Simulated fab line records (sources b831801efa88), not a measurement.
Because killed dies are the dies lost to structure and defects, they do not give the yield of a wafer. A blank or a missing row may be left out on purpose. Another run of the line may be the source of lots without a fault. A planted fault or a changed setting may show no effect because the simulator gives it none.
Comparing a struck lot with a sound one + flow sfq_line + 14 out of 325 route steps
Sound: the wafers L106.2, L106.3, L106.6. Wafers struck: L114.1, L114.3, L114.4. The cause is named last.
Per side, at each step with rows, come the tool, then ch with its chambers, and then its first start. Under that, the readings that differ: sound wafers + struck wafers + difference of the means + sigmas: that difference in standard deviations of wafers without a fault.
alike: readings with means less than 2 such deviations apart, plus words and numbers identical on both sides. not compared: withheld readings, readings lacking a value on some wafer, bounds such as >300 that could conceal the same value, and numbers that have no deviation in the record and whose values overlap.
Wherever a step has rows on one side only, a row that says differs or no value, or a row with sigmas, the two part there. Non-overlapping numbers with no deviation appear without sigmas and do not part them. A reading that every wafer of one side lacks parts them only if that side has two wafers or more.

SFQ_TRILAYER_A5B_CMP_CMP_130: polishes, stops on Nb, target thk 340.7 nm.
  sound on cmp-02 ch 1,2, day 59 18:50; struck on cmp-01 ch 0,1,2, day 66 04:55
  alike: edge_zone_pressure_frac, motor_current_A, retaining_ring_pressure_frac, slurry_flow_ml_min
SFQ_TRILAYER_A5B_METRO_MEASURE_131:
  sound: film_metro-02 at day 59 22:02; struck: film_metro-02 at day 66 07:55
  alike: thk_nm
SFQ_TRILAYER_R5_DEP_SPUTTER_132: material Ti, target thk 5 nm, time 5 s.
  sound: pvd_sputter-06 at day 59 23:02; struck: pvd_sputter-04 at day 66 09:07
  alike: throttle_valve_pct
SFQ_TRILAYER_R5_DEP_SPUTTER_133: material MoNx, target thk 40 nm, time 66.7 s.
  sound: pvd_sputter-06 at day 59 23:03; struck: pvd_sputter-04 at day 66 09:08
  alike: throttle_valve_pct
SFQ_TRILAYER_R5_DEP_SPUTTER_134: material Ti, target thk 5 nm, time 5 s.
  sound: pvd_sputter-06 at day 59 23:06; struck: pvd_sputter-04 at day 66 09:11
  alike: throttle_valve_pct
SFQ_R5_RS_MEAS_933: measures by four-point-probe.
  sound: film_metro-04 at day 59 23:10; struck: film_metro-03 at day 66 09:12
  alike: R5_MONX_RS
SFQ_R5_THK_MEAS_934: measures by xrf.
  sound: film_metro-04 at day 59 23:16; struck: film_metro-03 at day 66 09:19
  alike: R5_MONX_THK
then, 5 steps without rows for these wafers: SFQ_TRILAYER_R5_LITHO_COAT_141 (resist thk 62 nm); SFQ_TRILAYER_R5_LITHO_COAT_136 (resist thk 600 nm); SFQ_TRILAYER_R5_LITHO_SOFTBAKE_140; SFQ_TRILAYER_R5_LITHO_EXPOSE_137 (exposes mask R5, target cd 500 nm); SFQ_TRILAYER_R5_LITHO_PEB_139 (peb time 60 s).
SFQ_TRILAYER_R5_LITHO_DEVELOP_138: time 60 s.
  sound on litho_track-02 ch 0, day 64 02:40; struck on litho_track-01, day 66 11:32
  no value came back on the struck wafers for chill_plate_temp_C (C), exhaust_pa (Pa); on the sound wafers chill_plate_temp_C (C) reads 22.96 22.98 23.11
| reading                                             | sound             | struck            | difference | sigmas |
|-----------------------------------------------------|-------------------|-------------------|------------|--------|
| model.KrF_of_TRILAYER_R5_LITHO_COAT_136.thk_nm (nm) | 576.2 574.9 577.3 | 598.4 601.4 599.5 | +23.6      |        |
SFQ_R5_OVL_MEAS_935:
  sound: overlay-01 at day 64 02:48; struck: overlay-01 at day 66 11:41
| reading     | sound  | struck | difference                    | sigmas |
|-------------|--------|--------|-------------------------------|--------|
| R5_OVL (nm) | -1 2 5 | - - -  | no value on the struck wafers |        |

WHERE THEY PART
Last at SFQ_R5_OVL_MEAS_935 as far as this record goes, first at SFQ_TRILAYER_R5_LITHO_DEVELOP_138.

WHY: the cause the simulator had injected
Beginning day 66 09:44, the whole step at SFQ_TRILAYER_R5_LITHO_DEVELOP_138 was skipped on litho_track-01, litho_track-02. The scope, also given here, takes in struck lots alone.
